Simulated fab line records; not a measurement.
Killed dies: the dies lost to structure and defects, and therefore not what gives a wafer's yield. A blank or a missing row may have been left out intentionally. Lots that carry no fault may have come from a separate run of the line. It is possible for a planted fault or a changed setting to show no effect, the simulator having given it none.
fab line records | flow sky130
[record] lots = 5 | wafers = 15 | last_day = 50
route steps=708 shown LDD_LDN@300 SPACER@304 POLY_CUT@307 PAD_OPEN@708
lots with no fault: from the same line, run without faults
start_h: start of the lot's first displayed wafer, in hours after the record's first day | wait_h: time in hours since the lot's previous step | " as in the row above | L1.1+2: a single row standing in for several wafers | - value missing, or start not given | * or withheld: withheld | < > ~ a bound
route shown NAME@n: names a module that has steps shown in the file, with the first one's number in the route | usual: mean/standard deviation taken from wafers without a fault | same: alike in all rows | chamber/n: place in a boat | sites: the reading at each site | _std_site: the values' standard deviation | _edge_site: mean of outer sites minus mean of inner sites | radius_mm: for every site, how far away it sits from the centre of the wafer | mask NAME#n: copy n | behind: the last tool/chamber to shape the wafer | hold: why the lot was held/for how many hours/how that ended | device: names the non-switching transistor (n, p or np) | end of line: tests of these same wafers at the route's end | for a step that has no rows: nothing shown but its recipe | killed: count of dies lost to structure and defects at first sort (not the wafer's yield) | map: dies across one wafer; x = killed, . = not, _ = none there
set.NAME: the setting the step ran with; set.NAME@STEP: the setting that earlier step ran with | model.NAME: the simulator's own value behind a step, which no gauge read
certain route steps with their lots: each step a table, each wafer a row
services: when a tool's chamber went out of use (start_h, in hours from the record's first day, below 0 if earlier), for how many hours, and the reason
[[steps]]
[step SKY_LDD_LDN_IMPLANT_11]
[recipe] species = As | energy_kev = 15 | dose_cm2 = 1.25e+13 | tilt_deg = withheld | rotation_deg = 293
[step SKY_LDD_LDN_STRIP_12]
[recipe] chemistry = O2/N2 | power_w = 1400 | pressure_mtorr = 1500 | platen_temp_c = withheld | o2_flow_sccm = 3000 | n2_flow_sccm = 300 | overash_fraction = 0.5
[usual] drypump_motor_current_A = 5.7/0.33 | oes_product_au = 0.716/0.0046 | strip_time_to_endpoint_s = 14.19/0.049
lot.wafer | tool            | chamber | start_h | wait_h | drypump_motor_current_A | oes_product_au | rf_hours_counter_h | strip_time_to_endpoint_s
L408.1    | plasma_asher-04 | 0       | 553.66  | 0.1    | 5.3                     | 0.718          | 83                 | 14.16
L408.2    | "               | 1       | "       | "      | 5.6                     | 0.725          | 83                 | 14.20
L408.6    | "               | 1       | "       | "      | 5.7                     | 0.720          | -                  | 14.23
L412.1    | plasma_asher-04 | 0       | 582.13  | 0.1    | 5.3                     | 0.705          | 87                 | 14.19
L412.2    | "               | 1       | "       | "      | 5.7                     | 0.717          | 87                 | 14.21
L412.6    | "               | 1       | "       | "      | 5.7                     | 0.709          | -                  | 14.16
L425.4    | plasma_asher-04 | 1       | 676.10  | 0.1    | 5.7                     | 0.723          | -                  | 14.17
L425.5    | "               | 1       | "       | "      | 5.7                     | 0.721          | -                  | 14.20
L425.6    | "               | 0       | "       | "      | 5.3                     | 0.718          | -                  | 14.20
L426.1    | plasma_asher-01 | 1       | 688.00  | 0.1    | 5.7                     | 0.714          | 58                 | 14.15
L426.5    | "               | 0       | "       | "      | 5.8                     | 0.715          | -                  | 14.17
L426.6    | "               | 1       | "       | "      | 5.7                     | 0.714          | -                  | 14.16
L428.2    | plasma_asher-01 | 0       | 701.45  | 0.1    | 5.8                     | 0.719          | 59                 | 14.24
L428.5    | "               | 0       | "       | "      | 5.7                     | 0.719          | -                  | 14.30
L428.6    | "               | 1       | "       | "      | 5.7                     | 0.705          | -                  | 14.23
[step SKY_LDD_LDN_TW_MEAS_13]
[usual] LDD_LDN_TW = 1479/14
lot.wafer | tool          | chamber | start_h | wait_h | LDD_LDN_TW
L408.1    | film_metro-04 | -       | 553.76  | 0.1    | 1498
L408.2    | "             | -       | "       | "      | 1495
L408.6    | "             | -       | "       | "      | 1495
L412.1    | film_metro-02 | -       | 582.23  | 0.1    | 1457
L412.2    | "             | -       | "       | "      | 1457
L412.6    | "             | -       | "       | "      | 1467
L425.4    | film_metro-02 | -       | 676.19  | 0.1    | 1475
L425.5    | "             | -       | "       | "      | 1472
L425.6    | "             | -       | "       | "      | 1464
L426.1    | film_metro-04 | -       | 688.10  | 0.1    | 1498
L426.5    | "             | -       | "       | "      | 1494
L426.6    | "             | -       | "       | "      | 1503
L428.2    | film_metro-03 | -       | 701.56  | 0.1    | 1473
L428.5    | "             | -       | "       | "      | 1488
L428.6    | "             | -       | "       | "      | 1478
[step SKY_LDD_LDN_CLEAN_14]
[recipe] chemistry = SC1/SC2 | mix = 1:4:20 | temp_c = 70 | time_s = 150 | dry = n2_spin
[step SKY_SPACER_CVD_00]
[recipe] material = Si3N4 | precursor = DCS/NH3 | target_thk_nm = 43.1 | temp_c = 770 | time_s = 740 | pressure_mtorr = 250
[step SKY_SPACER_THK_MEAS_01]
[recipe] reads = Si3N4_of_SPACER_CVD_00
[usual] SPACER_CVD_00_THK = 43.0/0.41
lot.wafer | tool          | chamber | start_h | wait_h | SPACER_CVD_00_THK[nm]
L408.1    | film_metro-04 | -       | 556.36  | 0.0    | 43.6
L408.2    | "             | -       | "       | "      | 43.2
L408.6    | "             | -       | "       | "      | 43.1
L412.1    | film_metro-04 | -       | 583.55  | 0.0    | 42.2
L412.2    | "             | -       | "       | "      | 43.1
L412.6    | "             | -       | "       | "      | 42.5
L425.4    | film_metro-01 | -       | 677.77  | 0.0    | 42.7
L425.5    | "             | -       | "       | "      | 43.0
L425.6    | "             | -       | "       | "      | 43.0
L426.1    | film_metro-01 | -       | 689.42  | 0.0    | 42.5
L426.5    | "             | -       | "       | "      | 43.0
L426.6    | "             | -       | "       | "      | 42.3
L428.2    | film_metro-03 | -       | 704.48  | 0.0    | 42.8
L428.5    | "             | -       | "       | "      | 42.7
L428.6    | "             | -       | "       | "      | 43.0
[step SKY_SPACER_ETCHBACK_02]
[recipe] chemistry = CH3F/O2 | target = Si3N4 | stop_on = SiO2 | source_w = 400 | bias_w = 80 | pressure_mtorr = 25 | ch3f_flow_sccm = 40 | O2_flow_sccm = 30 | time_s = 46.7 | target_depth_a = 450
[usual] bias_w = 79.98/0.28 | drypump_motor_current_A = 5.5/0.49 | oes_product_au = 0.853/0.0059 | throttle_valve_pct = 10.562/0.0098
lot.wafer | tool        | chamber | start_h | wait_h | bias_w | drypump_motor_current_A | oes_product_au | rf_hours_counter_h | throttle_valve_pct
L408.1    | rie_diel-04 | 2       | 556.42  | 0.1    | 80.24  | 5.4                     | 0.853          | 9                  | 10.566
L408.2    | "           | 0       | "       | "      | 80.10  | 5.5                     | 0.857          | 35                 | 10.573
L408.6    | "           | 3       | "       | "      | 79.84  | 5.0                     | 0.849          | -                  | 10.575
L412.1    | rie_diel-01 | 0       | 583.61  | 0.1    | 79.78  | 5.4                     | 0.849          | 2                  | 10.554
L412.2    | "           | 1       | "       | "      | 79.44  | 6.5                     | 0.856          | 3                  | 10.563
L412.6    | "           | 0       | "       | "      | 79.63  | 5.4                     | 0.848          | -                  | 10.564
L425.4    | rie_diel-01 | 3       | 677.80  | 0.0    | 80.03  | 6.3                     | 0.856          | 8                  | 10.549
L425.5    | "           | 0       | "       | "      | 80.43  | 5.4                     | 0.853          | -                  | 10.565
L425.6    | "           | 3       | "       | "      | 79.82  | 6.3                     | 0.847          | -                  | 10.571
L426.1    | rie_diel-02 | 3       | 689.48  | 0.1    | 80.41  | 6.1                     | 0.842          | 7                  | 10.566
L426.5    | "           | 1       | "       | "      | 80.09  | 5.4                     | 0.850          | -                  | 10.574
L426.6    | "           | 2       | "       | "      | 79.79  | 5.0                     | 0.849          | -                  | 10.573
L428.2    | rie_diel-02 | 2       | 704.53  | 0.0    | 80.27  | 5.0                     | 0.861          | 15                 | 10.551
L428.5    | "           | 1       | "       | "      | 80.18  | 5.4                     | 0.851          | -                  | 10.560
L428.6    | "           | 2       | "       | "      | 80.51  | 5.0                     | 0.848          | -                  | 10.558
[step SKY_POLY_CUT_DEHYDRATE_00]
[recipe] temp_c = 200 | time_s = 60
[step SKY_POLY_CUT_HMDS_01]
[recipe] prime_time_s = 60 | prime_temp_c = 120
[step SKY_POLY_CUT_COAT_02]
[recipe] resist = BARC | temp_c = withheld | time_s = withheld | spin_rpm = 3000 | resist_thk_nm = 60
[step SKY_POLY_CUT_COAT_03]
[recipe] resist = KrF-thick | spin_rpm = 3000 | resist_thk_nm = 450
[step SKY_POLY_CUT_SOFTBAKE_04]
[recipe] temp_c = 100 | time_s = 90 | resist = KrF-thick
[step SKY_POLY_CUT_EXPOSE_05]
[recipe] mask_id = NPCM | na = 0.8 | source_shape = annular | sigma_inner = 0.55 | sigma_outer = 0.85 | target_cd_nm = 270 | dose_mj = 32
[usual] exposure_dose_mJ_cm2 = 31.97/0.039
lot.wafer | tool           | chamber | start_h | wait_h | mask   | exposure_dose_mJ_cm2
L408.1    | krf_scanner-02 | 0       | 572.06  | -      | NPCM#0 | 31.99
L408.2    | "              | 0       | "       | "      | NPCM#0 | 31.95
L408.6    | "              | 0       | "       | "      | NPCM#0 | 31.96
L412.1    | krf_scanner-01 | 0       | 598.16  | -      | NPCM#0 | 31.93
L412.2    | "              | 0       | "       | "      | NPCM#0 | 31.93
L412.6    | "              | 0       | "       | "      | NPCM#0 | 31.94
L425.4    | krf_scanner-02 | 0       | 691.65  | -      | NPCM#0 | 31.93
L425.5    | "              | 0       | "       | "      | NPCM#0 | 31.92
L425.6    | "              | 0       | "       | "      | NPCM#0 | 31.91
L426.1    | krf_scanner-01 | 0       | 703.87  | -      | NPCM#0 | 31.96
L426.5    | "              | 0       | "       | "      | NPCM#0 | 32.04
L426.6    | "              | 0       | "       | "      | NPCM#0 | 31.99
L428.2    | krf_scanner-01 | 0       | 718.56  | -      | NPCM#0 | 32.00
L428.5    | "              | 0       | "       | "      | NPCM#0 | 31.97
L428.6    | "              | 0       | "       | "      | NPCM#0 | 31.94
[step SKY_POLY_CUT_PEB_06]
[recipe] peb_temp_c = withheld | peb_time_s = withheld | resist = KrF-thick
[step SKY_POLY_CUT_DEVELOP_07]
[recipe] develop_time_s = 60 | resist = KrF-thick | dev_temp_c = 21
[step SKY_POLY_CUT_CD_MEAS_08]
[recipe] target_cd_nm = 270
[usual] cd_nm = 270.6/1.5
lot.wafer | tool      | chamber | start_h | wait_h | cd_nm
L408.1    | cd_sem-02 | -       | 586.93  | -      | 270.7
L408.2    | "         | -       | "       | "      | 268.7
L408.6    | "         | -       | "       | "      | 270.0
L412.1    | cd_sem-01 | -       | 612.11  | -      | 271.6
L412.2    | "         | -       | "       | "      | 269.3
L412.6    | "         | -       | "       | "      | 269.4
L425.4    | cd_sem-01 | -       | 705.11  | -      | 257.4
L425.5    | "         | -       | "       | "      | 272.7
L425.6    | "         | -       | "       | "      | 272.8
L426.1    | cd_sem-01 | -       | 717.31  | -      | 269.4
L426.5    | "         | -       | "       | "      | 270.6
L426.6    | "         | -       | "       | "      | 269.6
L428.2    | cd_sem-02 | -       | 732.73  | -      | 273.4
L428.5    | "         | -       | "       | "      | 273.1
L428.6    | "         | -       | "       | "      | 272.6
[step SKY_POLY_CUT_OVL_MEAS_09]
[usual] POLY_CUT_OVL = 0/5.5
lot.wafer | tool       | chamber | start_h | wait_h | POLY_CUT_OVL[nm]
L408.1    | overlay-02 | -       | 587.05  | 0.1    | 5
L408.2    | "          | -       | "       | "      | 5
L408.6    | "          | -       | "       | "      | 1
L412.1    | overlay-01 | -       | 612.23  | 0.1    | 5
L412.2    | "          | -       | "       | "      | -2
L412.6    | "          | -       | "       | "      | 0
L425.4    | overlay-01 | -       | 705.19  | 0.1    | 3
L425.5    | "          | -       | "       | "      | 10
L425.6    | "          | -       | "       | "      | -2
L426.1    | overlay-01 | -       | 717.43  | 0.1    | 1
L426.5    | "          | -       | "       | "      | -4
L426.6    | "          | -       | "       | "      | 4
L428.2    | overlay-02 | -       | 732.84  | 0.1    | 1
L428.5    | "          | -       | "       | "      | 7
L428.6    | "          | -       | "       | "      | 3
[step SKY_POLY_CUT_ETCH_10]
[recipe] chemistry = N2/H2 | target = BARC | ion_energy_ev = 200 | source_w = 500 | bias_w = 100 | pressure_mtorr = 30 | n2_flow_sccm = 100 | h2_flow_sccm = 200 | stop_on = SiO2 | time_s = 45.9 | target_depth_a = 600
[usual] bias_w = 100.01/0.29 | drypump_motor_current_A = 5.4/0.33 | oes_product_au = 0.855/0.0049 | throttle_valve_pct = 13.223/0.0088
lot.wafer | tool        | chamber | start_h | wait_h | bias_w | drypump_motor_current_A | oes_product_au | rf_hours_counter_h | throttle_valve_pct | model.POLY_CUT.cd_nm
L408.1    | rie_diel-04 | 3       | 587.09  | 0.0    | 99.97  | 5.0                     | 0.856          | 14                 | 13.224             | 270.7
L408.2    | "           | 0       | "       | "      | 100.32 | 5.5                     | 0.855          | 36                 | 13.220             | 268.3
L408.6    | "           | 2       | "       | "      | 100.10 | 5.4                     | 0.863          | -                  | 13.215             | 269.9
L412.1    | rie_diel-03 | 1       | 612.27  | 0.0    | 99.65  | 5.7                     | 0.854          | 12                 | 13.229             | 272
L412.2    | "           | 2       | "       | "      | 99.87  | 5.3                     | 0.851          | 1                  | 13.225             | 269.7
L412.6    | "           | 1       | "       | "      | 99.93  | 5.7                     | 0.851          | -                  | 13.220             | 269.7
L425.4    | rie_diel-03 | 2       | 705.21  | 0.0    | 99.14  | 5.3                     | 0.850          | 3                  | 13.213             | 257.2
L425.5    | "           | 3       | "       | "      | 99.31  | 5.7                     | 0.850          | -                  | 13.215             | 273.1
L425.6    | "           | 2       | "       | "      | 99.95  | 5.3                     | 0.848          | -                  | 13.235             | 273
L426.1    | rie_diel-02 | 2       | 717.47  | 0.0    | 100.38 | 5.0                     | 0.854          | 16                 | 13.210             | 269.3
L426.5    | "           | 3       | "       | "      | 100.01 | 6.1                     | 0.851          | -                  | 13.222             | 270.5
L426.6    | "           | 0       | "       | "      | 100.07 | 5.2                     | 0.848          | -                  | 13.234             | 269.5
L428.2    | rie_diel-02 | 2       | 732.87  | 0.0    | 99.69  | 5.0                     | 0.859          | 16                 | 13.228             | 272.7
L428.5    | "           | 1       | "       | "      | 100.46 | 5.4                     | 0.858          | -                  | 13.237             | 273.2
L428.6    | "           | 2       | "       | "      | 100.49 | 5.0                     | 0.856          | -                  | 13.244             | 272.7
[step SKY_POLY_CUT_ETCH_11]
[recipe] target = Si3N4 | chemistry = CF4/CH2F2/Ar | stop_on = poly-Si | source_w = 600 | bias_w = 150 | pressure_mtorr = 40 | cf4_flow_sccm = 40 | ch2f2_flow_sccm = 20 | Ar_flow_sccm = 150 | time_s = 42.5 | target_depth_a = 600
[usual] bias_w = 150.1/0.47 | cf4_flow_sccm = 40.00/0.11 | drypump_motor_current_A = 5.4/0.33 | oes_product_au = 0.832/0.0061 | throttle_valve_pct = 14.992/0.0095
lot.wafer | tool        | chamber | start_h | wait_h | bias_w | cf4_flow_sccm | drypump_motor_current_A | oes_product_au | rf_hours_counter_h | throttle_valve_pct | model.POLY_CUT.cd_nm
L408.1    | rie_diel-04 | 3       | 587.13  | 0.0    | 150.1  | 39.92         | 5.0                     | 0.837          | 14                 | 14.990             | 270.7
L408.2    | "           | 0       | "       | "      | 149.2  | 40.14         | 5.5                     | 0.826          | 36                 | 14.968             | 268.3
L408.6    | "           | 2       | "       | "      | 150.2  | 40.11         | 5.4                     | 0.826          | -                  | 15.004             | 269.9
L412.1    | rie_diel-03 | 1       | 612.31  | 0.0    | 150.4  | 40.01         | 5.7                     | 0.839          | 12                 | 14.999             | 271.9
L412.2    | "           | 2       | "       | "      | 150.7  | 40.10         | 5.3                     | 0.837          | 1                  | 14.977             | 269.7
L412.6    | "           | 1       | "       | "      | 149.8  | 39.98         | 5.7                     | 0.845          | -                  | 14.989             | 269.6
L425.4    | rie_diel-03 | 2       | 705.25  | 0.0    | 149.9  | 39.98         | 5.3                     | 0.826          | 3                  | 14.996             | 257.3
L425.5    | "           | 3       | "       | "      | 151.1  | 40.07         | 5.7                     | 0.828          | -                  | 14.985             | 273.1
L425.6    | "           | 2       | "       | "      | 150.0  | 39.81         | 5.3                     | 0.824          | -                  | 15.000             | 272.9
L426.1    | rie_diel-02 | 2       | 717.51  | 0.0    | 149.6  | 39.84         | 5.0                     | 0.834          | 16                 | 14.975             | 269.2
L426.5    | "           | 3       | "       | "      | 150.9  | 39.80         | 6.0                     | 0.842          | -                  | 14.996             | 270.5
L426.6    | "           | 0       | "       | "      | 150.5  | 40.05         | 5.2                     | 0.832          | -                  | 14.990             | 269.5
L428.2    | rie_diel-02 | 2       | 732.91  | 0.0    | 149.5  | 39.96         | 5.0                     | 0.834          | 16                 | 14.995             | 272.7
L428.5    | "           | 1       | "       | "      | 150.0  | 39.89         | 5.4                     | 0.825          | -                  | 14.991             | 273.2
L428.6    | "           | 2       | "       | "      | 149.7  | 40.00         | 5.0                     | 0.828          | -                  | 15.001             | 272.7
[step SKY_POLY_CUT_STRIP_12]
[recipe] chemistry = O2/N2 | power_w = 1400 | pressure_mtorr = 1500 | platen_temp_c = withheld | o2_flow_sccm = 3000 | n2_flow_sccm = 300 | overash_fraction = 0.5
[usual] drypump_motor_current_A = 5.8/0.37 | oes_product_au = 0.453/0.0046 | strip_time_to_endpoint_s = 5.360/0.018
lot.wafer | tool            | chamber | start_h | wait_h | drypump_motor_current_A | oes_product_au | rf_hours_counter_h | strip_time_to_endpoint_s
L408.1    | plasma_asher-03 | 0       | 587.17  | 0.0    | 6.0                     | 0.453          | 73                 | 5.364
L408.2    | "               | 1       | "       | "      | 5.7                     | 0.454          | 73                 | 5.365
L408.6    | "               | 1       | "       | "      | 5.7                     | 0.448          | -                  | 5.348
L412.1    | plasma_asher-04 | 1       | 612.35  | 0.0    | 5.6                     | 0.455          | 90                 | 5.366
L412.2    | "               | 0       | "       | "      | 5.3                     | 0.453          | 90                 | 5.389
L412.6    | "               | 0       | "       | "      | 5.3                     | 0.454          | -                  | 5.373
L425.4    | plasma_asher-02 | 1       | 705.32  | 0.1    | 5.2                     | 0.445          | -                  | 5.350
L425.5    | "               | 0       | "       | "      | 6.4                     | 0.449          | -                  | 5.362
L425.6    | "               | 1       | "       | "      | 5.2                     | 0.452          | -                  | 5.344
L426.1    | plasma_asher-03 | 0       | 717.55  | 0.0    | 5.9                     | 0.459          | 86                 | 5.338
L426.5    | "               | 0       | "       | "      | 5.9                     | 0.454          | -                  | 5.328
L426.6    | "               | 1       | "       | "      | 5.7                     | 0.445          | -                  | 5.334
L428.2    | plasma_asher-03 | 0       | 732.95  | 0.0    | 6.0                     | 0.446          | 87                 | 5.362
L428.5    | "               | 0       | "       | "      | 6.0                     | 0.454          | -                  | 5.334
L428.6    | "               | 1       | "       | "      | 5.7                     | 0.453          | -                  | 5.333
[step SKY_PAD_OPEN_PROBE_99]
[usual] killed_at_M0_to_M3 = 43/7.1 | killed_at_M4_up = 3.3/2 | killed_at_contacts = 24/5.1 | killed_at_front_end = 15/4.6 | killed_at_other = 0.3/0.6 | killed_dies = 86/9.6 | killed_open = 46/7.3 | killed_short = 39/6.7
[same] gross_dies = 492 | killed_at_back_side = 0
lot.wafer | tool      | chamber | start_h | wait_h | killed_at_M0_to_M3 | killed_at_M4_up | killed_at_contacts | killed_at_front_end | killed_at_other | killed_dies | killed_open | killed_short
L408.1    | prober-01 | -       | 1099.14 | 0.1    | 45                 | 3               | 20                 | 20                  | 1               | 89          | 32          | 56
L408.2    | prober-01 | -       | 1099.19 | 0.1    | 34                 | 3               | 19                 | 13                  | 1               | 70          | 35          | 35
L408.6    | prober-01 | -       | 1099.39 | 0.2    | 39                 | 2               | 17                 | 14                  | 1               | 73          | 49          | 23
L425.4    | prober-01 | -       | 1177.98 | 0.2    | 36                 | 2               | 18                 | 22                  | 0               | 78          | 48          | 30
L425.5    | prober-01 | -       | 1178.03 | 0.2    | 41                 | 4               | 22                 | 30                  | 0               | 97          | 49          | 48
L425.6    | prober-01 | -       | 1178.08 | 0.2    | 36                 | 3               | 20                 | 15                  | 0               | 74          | 45          | 29
L428.2    | prober-02 | -       | 1193.98 | 0.1    | 45                 | 5               | 28                 | 11                  | 0               | 89          | 37          | 52
L428.5    | prober-02 | -       | 1194.13 | 0.2    | 38                 | 2               | 16                 | 25                  | 0               | 81          | 37          | 44
L428.6    | prober-02 | -       | 1194.18 | 0.2    | 42                 | 4               | 20                 | 12                  | 1               | 79          | 36          | 43
// killed by level:class
L408.1 METAL2:geometric_particle:short=10 POLY_GATE:geometric_particle:short=8 VIA1:geometric_particle:open=7 VIA1:geometric_particle:short=6 VIA2:geometric_particle:short=6 VIA2:geometric_particle:open=6 FIELD_ISO:geometric_particle:short=5 LOCAL_INTERCONNECT:geometric_particle:short=5
L408.2 CONTACT:geometric_particle:open=9 POLY_GATE:geometric_particle:short=6 METAL1:geometric_particle:short=6 VIA2:geometric_particle:open=6 METAL2:geometric_particle:short=5 VIA1:geometric_particle:open=5 LI_CONTACT:geometric_particle:open=4 CONTACT:geometric_particle:short=4
L408.6 VIA1:geometric_particle:open=15 VIA2:geometric_particle:open=9 LI_CONTACT:geometric_particle:open=6 CONTACT:geometric_particle:open=6 METAL1:geometric_particle:short=5 LOCAL_INTERCONNECT:geometric_particle:short=4 VIA3:geometric_particle:open=4 FIELD_ISO:geometric_particle:short=3
L425.4 CONTACT:geometric_particle:open=12 VIA2:geometric_particle:open=9 METAL1:geometric_particle:short=8 POLY_GATE:geometric_particle:open=6 POLY_GATE:geometric_particle:short=5 VIA3:geometric_particle:open=5 FIELD_ISO:geometric_particle:open=4 LI_CONTACT:geometric_particle:open=4
L425.5 FIELD_ISO:geometric_particle:short=10 VIA2:geometric_particle:open=8 VIA1:geometric_particle:open=8 FIELD_ISO:geometric_particle:open=7 LI_CONTACT:geometric_particle:open=7 CONTACT:geometric_particle:short=6 POLY_GATE:geometric_particle:short=5 METAL2:geometric_particle:short=5
L425.6 VIA1:geometric_particle:open=9 VIA2:geometric_particle:open=8 VIA3:geometric_particle:open=6 CONTACT:geometric_particle:short=5 FIELD_ISO:geometric_particle:open=4 POLY_GATE:geometric_particle:open=4 LI_CONTACT:geometric_particle:open=4 LOCAL_INTERCONNECT:geometric_particle:short=4
L428.2 CONTACT:geometric_particle:short=9 VIA1:geometric_particle:open=9 METAL1:geometric_particle:short=8 LI_CONTACT:geometric_particle:open=7 POLY_GATE:geometric_particle:short=6 METAL2:geometric_particle:short=6 METAL3:geometric_particle:short=6 VIA3:geometric_particle:open=6
L428.5 POLY_GATE:geometric_particle:short=7 LOCAL_INTERCONNECT:geometric_particle:short=6 METAL1:geometric_particle:short=6 METAL2:geometric_particle:short=6 POLY_GATE:geometric_particle:open=5 CONTACT:geometric_particle:open=5 VIA3:geometric_particle:open=5 FIELD_ISO:geometric_particle:open=4
L428.6 METAL2:geometric_particle:short=8 METAL1:geometric_particle:short=7 VIA1:geometric_particle:open=7 FIELD_ISO:geometric_particle:open=5 LOCAL_INTERCONNECT:geometric_particle:short=5 CONTACT:geometric_particle:open=5 METAL3:geometric_particle:short=5 VIA2:geometric_particle:open=4
[[services]]
tool            | chamber | start_h | hours | kind
plasma_asher-03 | -       | 544.52  | 1.1   | repair
krf_scanner-02  | -       | 556.38  | 1.3   | pm
plasma_asher-03 | -       | 558.08  | 22.2  | repair
krf_scanner-01  | -       | 559.05  | 1.5   | repair
krf_scanner-01  | -       | 565.74  | 4.4   | pm
rie_diel-02     | 3       | 571.26  | 8.3   | repair
krf_scanner-01  | -       | 578.93  | 0.8   | pm
rie_diel-04     | 1       | 579.41  | 11.3  | repair
rie_diel-03     | -       | 579.53  | 2.8   | pm
rie_diel-04     | 0       | 589.00  | 3.1   | repair
rie_diel-04     | 2       | 589.19  | 2.9   | repair
krf_scanner-02  | -       | 589.83  | 4.4   | pm
rie_diel-03     | 3       | 604.42  | 9.9   | repair
krf_scanner-01  | -       | 616.68  | 3.6   | pm
rie_diel-02     | 3       | 620.83  | 1.9   | repair
rie_diel-02     | 0       | 622.27  | 4.4   | repair
rie_diel-03     | -       | 629.50  | 0.9   | repair
rie_diel-03     | 3       | 630.72  | 2.5   | repair
rie_diel-01     | -       | 643.56  | 1.5   | repair
krf_scanner-01  | -       | 649.19  | 1.3   | pm
krf_scanner-01  | -       | 667.66  | 1.0   | pm
rie_diel-03     | 3       | 686.90  | 14.3  | repair
rie_diel-04     | 1       | 693.23  | 6.8   | repair
plasma_asher-03 | -       | 693.33  | 2.8   | pm
[[key]]
[first_sign] step = SKY_POLY_CUT_CD_MEAS_08 | reading = cd_nm | direction = down | sigmas = 9.1 | usual = 270.6 | struck = 257.4
effect none on later readings
[model_effect] step = SKY_POLY_CUT_ETCH_10 | value = POLY_CUT.cd_nm | without = 272.4 | struck = 257.2
[model_effect] step = SKY_POLY_CUT_ETCH_11 | value = POLY_CUT.cd_nm | without = 272.4 | struck = 257.3
met_at SKY_POLY_CUT_EXPOSE_05
struck_wafers L425.4
tester_left_out L425
onset_between 572.06 691.65
[fault] kind = process_parameter_drift | tool = krf_scanner-02 | chamber = - | onset_h = 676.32 | steps = SKY_POLY_CUT_EXPOSE_05 | channel = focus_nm | offset = 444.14 | shape = step | end_h = 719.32 | scope = struck_wafers_only
// tester_left_out: of these lots the tester's yield and bins aren't shown, on N5 and GAA mostly nor the transistor test; their killed dies are dies lost to structure and defects alone, not to doping, threshold or leakage, so they don't give the yield
